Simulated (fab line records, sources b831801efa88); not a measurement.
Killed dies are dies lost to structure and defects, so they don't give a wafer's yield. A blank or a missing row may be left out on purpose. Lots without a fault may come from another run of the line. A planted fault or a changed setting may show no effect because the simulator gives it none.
A struck lot beside a sound one | flow sfq_line | 14 steps out of a route of 325
Sound: wafers L643.1, L643.4, L643.6. Struck: wafers L653.2, L653.5. (L653.6 of the same lot was not struck and is left out.) The cause comes at the end.
At each step with rows: each side's tool, then ch and its chambers, then its first start. Under that, the readings that differ: sound wafers | struck wafers | difference of the means | sigmas: that difference in standard deviations of wafers without a fault.
alike: readings whose means differ by less than 2 such deviations, and words and numbers that are the same on both sides. not compared: withheld readings, readings that some wafer has no value for, bounds like >300 that may hide the same value, and numbers for which the record gives no deviation and whose values overlap.
The two part at a step that has a row with sigmas, a row that says differs or no value, or rows on one side only. Numbers that don't overlap but have no deviation are shown without sigmas and don't part them. A reading that every wafer of one side lacks parts them only if that side has two wafers or more.

first, 2 steps without rows for these wafers: SFQ_TRILAYER_I0_VIA_STRIP_SOLV_CLEAN_036 (cleans in NMP, time 600 s); SFQ_TRILAYER_M1_DEP_PRE_CLEAN_038 (time 22.5 s).
SFQ_TRILAYER_M1_DEP_SPUTTER_037: material Nb, target thk 200 nm, time 133.3 s.
  sound on pvd_sputter-05, day 17 04:16; struck on pvd_sputter-03, day 21 01:17
  alike: base_pressure_pa, throttle_valve_pct
SFQ_M1_RS_MEAS_909: measures by four-point-probe.
  sound on film_metro-01, day 17 04:21; struck on film_metro-04, day 21 01:23
  alike: M1_NB_RS
then, 6 steps without rows for these wafers: SFQ_TRILAYER_M1_LITHO_COAT_044 (resist thk 62 nm); SFQ_TRILAYER_M1_LITHO_COAT_039 (resist thk 600 nm); SFQ_TRILAYER_M1_LITHO_SOFTBAKE_043; SFQ_TRILAYER_M1_LITHO_EXPOSE_040 (exposes mask M1, target cd 500 nm); SFQ_TRILAYER_M1_LITHO_PEB_042 (peb time 60 s); SFQ_TRILAYER_M1_LITHO_DEVELOP_041 (time 60 s).
-- the record jumps here: 6 days lie between the struck wafers' starts before and after --
SFQ_M1_OVL_MEAS_911:
  sound on overlay-02, day 23 08:40; struck on overlay-01, day 26 18:13
  alike: M1_OVL
SFQ_TRILAYER_M1_BARC_OPEN_METAL_ETCH_054: etches BARC in O2, target depth 125 nm, time 41.7 s.
  sound on rie_metal-03 ch 0,1, day 23 08:43; struck on rie_metal-04 ch 0,1, day 26 18:15
  reading                                             | sound             | struck      | difference | sigmas
  model.KrF_of_TRILAYER_M1_LITHO_COAT_039.thk_nm (nm) | 524.2 524.9 523.9 | 499.8 499.6 | -24.6      |
  alike: drypump_motor_current_A, he_backside_leak_sccm, oes_product_au
  not compared: rf_hours_counter_h
SFQ_TRILAYER_M1_ETCH_METAL_ETCH_042: etches Nb in Cl2/Ar, stops on SiO2, target depth 240 nm, time 120 s.
  sound on rie_metal-03 ch 0,1, day 23 08:46; struck on rie_metal-04 ch 0,1, day 26 18:19
  reading                                             | sound             | struck      | difference | sigmas
  model.KrF_of_TRILAYER_M1_LITHO_COAT_039.thk_nm (nm) | 384.6 386.7 385.6 | 360.7 359.8 | -25.4      |
  alike: drypump_motor_current_A, he_backside_leak_sccm, oes_product_au
  not compared: rf_hours_counter_h
SFQ_TRILAYER_M1_STRIP_STRIP_043: strips in O2.
  sound on rie_metal-03 ch 0,1, day 23 08:53; struck on rie_metal-04 ch 0,1, day 26 18:26
  alike: drypump_motor_current_A, he_backside_leak_sccm, oes_product_au
  not compared: rf_hours_counter_h

WHERE THEY PART
Nowhere in this record.

WHY: what the simulator had put in
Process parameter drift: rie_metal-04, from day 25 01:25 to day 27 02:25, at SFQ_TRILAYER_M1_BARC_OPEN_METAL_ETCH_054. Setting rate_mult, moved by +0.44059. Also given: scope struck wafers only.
